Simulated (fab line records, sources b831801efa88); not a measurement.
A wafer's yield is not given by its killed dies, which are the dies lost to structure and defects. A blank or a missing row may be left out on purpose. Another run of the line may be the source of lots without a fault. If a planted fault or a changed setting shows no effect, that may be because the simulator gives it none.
What tool caused it? | flow gf180mcu | 18 wafers from 6 lots sampled at 2 of the route's 602 steps

## WHAT THE GAUGES SHOWED, per wafer
GF_HV_LDD_OVL_MEAS_47.
lot  | measured     | on         | HV_LDD_03_OVL (nm)
L401 | day 12 23:40 | overlay-02 | -0.4 0.3 0.1
L403 | day 13 14:13 | overlay-02 | -0.9 -0.5 -0.8
L409 | day 16 00:31 | overlay-01 | 259.4 256.7 258.8 259.1 256.5 258.6
L412 | day 16 15:56 | overlay-01 | -1.2 -2.8 -2.4
L416 | day 17 21:19 | overlay-01 | -0.6 -1.2 -1.2
L419 | day 19 05:13 | overlay-01 | -1.2 0.4 -0.5

## WHICH TOOL RAN EACH LOT (tool, then ch and the chambers of the sampled wafers, then the start)
lot  | GF_HV_LDD_EXPOSE_43
L401 | ilineStepper-01 ch 0, day 12 13:32
L403 | ilineStepper-02 ch 0, day 13 04:37
L409 | ilineStepper-02 ch 0, day 15 13:44
L412 | ilineStepper-01 ch 0, day 16 05:09
L416 | ilineStepper-01 ch 0, day 17 10:05
L419 | ilineStepper-01 ch 0, day 18 16:46
- GF_HV_LDD_EXPOSE_43: exposes mask Pplus HV AREA, target cd 400 nm.

## THE ANSWER, worked out from the rows above alone
Rule: the lots themselves supply what counts as usual. The widest of any qualifying gaps counts: lots, ordered by their means at a reading, are off when they make up no more than a third of the lots, leave a main group of 4 or more, and stand apart from it by 3 or more times the standard deviation of that group's means. The tables above print the reading to a certain number of digits; a main group whose means all agree to those digits is not used. A lot without any number at a reading at which 4 lots or more have one is off too. The other lots that the step has rows for count as sound.
Off: L409, seen at GF_HV_LDD_OVL_MEAS_47 (HV_LDD_03_OVL). The main group: mean -0.9 nm, standard deviation 0.72.
A tool fits if, at a process step before that reading, it ran every lot that is off, and no sound lot after the first of them. Those tools and the gauges at GF_HV_LDD_OVL_MEAS_47 are tried in the same way. One candidate fits, namely ilineStepper-02 at GF_HV_LDD_EXPOSE_43. A fault onset in the window from L403 (day 13 04:37, its last sound lot) to L409 (day 15 13:44, its first lot off) fits.

## WHAT WAS PUT IN BY THE SIMULATOR
Scanner matching overlay: ilineStepper-02, from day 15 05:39 on, at GF_HV_LDD_EXPOSE_43. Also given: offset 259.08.
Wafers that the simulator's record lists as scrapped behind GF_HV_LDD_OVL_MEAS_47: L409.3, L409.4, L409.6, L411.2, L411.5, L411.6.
Shown lots that were struck: L409. The rule above reached the same finding.
